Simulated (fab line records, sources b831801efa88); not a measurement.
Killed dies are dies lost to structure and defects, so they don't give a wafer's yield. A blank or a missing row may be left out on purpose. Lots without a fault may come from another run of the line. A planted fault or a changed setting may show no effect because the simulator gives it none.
Problem report in the 8D (eight disciplines) form, filled by code | flow sky130 | the parts of the form that need people (team, actions taken, sign-off) are left out

1. THE PROBLEM
run_length_s at SKY_CAP2M_SOFTBAKE_08 reads a mean of 100.23 s on 2 wafers of 1 lot; wafers without a fault read 88.87 s with a standard deviation of 0.14. That is +81 standard deviations from the usual mean.
The step: time 60 s.
First seen on wafer L241.2, day 43 10:55, on litho_track-03. The record holds 14 wafers of 5 lots with a number at this step. Rule for "out", or "out of limits": more than 4 standard deviations from the usual mean. The other wafers with a number count as sound.

2. WHAT IT IS AND WHAT IT IS NOT
question                    | is                     | is not
which readings at this step | run_length_s           | -
which lots                  | L241                   | L234, L251, L253, L254
which wafers of those lots  | all that have a number | -
read on which tools         | litho_track-03         | litho_track-01, litho_track-02
when                        | from day 43 10:55      | up to then (3 sound wafers); but 9 sound wafers of L251, L253, L254 came after

3. SUSPECTS, AND WHAT RULES EACH OUT
Counting: a tool at a process step up to the reading stays a suspect if it ran every lot that is out and no sound lot after the first of them.
- pvd_sputter-03 at SKY_METAL4_SPUTTER_01 (material TiN, target thk 20 nm, time 16.7 s): ruled out as a lasting fault. Sound lots L254 ran on it after its first lot that is out, L241 (day 42 23:02).
- pvd_sputter-03 at SKY_METAL4_SPUTTER_02 (material AlCu, target thk 735 nm, time 39.1 s): ruled out as a lasting fault. Sound lots L254 ran on it after its first lot that is out, L241 (day 42 23:04).
- pvd_sputter-03 at SKY_METAL4_SPUTTER_03 (material Ti, target thk 5 nm, time 3.3 s): ruled out as a lasting fault. Sound lots L254 ran on it after its first lot that is out, L241 (day 42 23:06).
- pecvd-03 at SKY_CAP2M_CVD_00 (deposits SiO2, target thk 15.5 nm): ruled out as a lasting fault. Sound lots L253 ran on it after its first lot that is out, L241 (day 42 23:10).
- pvd_sputter-01 at SKY_CAP2M_SPUTTER_02 (material TiN, target thk 200 nm, time 166.7 s): ruled out as a lasting fault. Sound lots L254 ran on it after its first lot that is out, L241 (day 42 23:15).
- litho_track-03 at SKY_CAP2M_SOFTBAKE_08 (time 60 s): kept. It ran the lot that is out, L241 (day 43 10:55), and no sound lot after that; its last sound lot up to then is L234 (day 41 11:01). Its own readings are out on those wafers: run_length_s.
Left after counting: litho_track-03 at SKY_CAP2M_SOFTBAKE_08.

4. THE CAUSE (what the simulator had put in)
Process parameter drift: litho_track-03, from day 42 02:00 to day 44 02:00, at SKY_CAP2M_SOFTBAKE_08. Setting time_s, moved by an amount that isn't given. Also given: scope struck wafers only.
Counting left only this tool.

5. THE CHAIN OF EFFECTS, in route order
Each row: a reading whose mean over the struck wafers that have a number lies more than 3 standard deviations from the usual. Only readings for which the record gives a usual standard deviation are gone through. hours: the time from each lot's start at the first step in this table that gives one to its start at this step, as a median over the lots. sigmas: the change in usual standard deviations.
hours | step                  | reading      | usual   | on struck wafers | change | sigmas
0     | SKY_CAP2M_SOFTBAKE_08 | run_length_s | 88.87 s | 100.23           | +11.36 | +81
The process steps in it:
- SKY_CAP2M_SOFTBAKE_08: time 60 s.

6. WHAT WOULD HAVE CAUGHT IT SOONER
In this record the first reading out of limits was taken at day 43 10:55, 33 hours after the fault began at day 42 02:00.
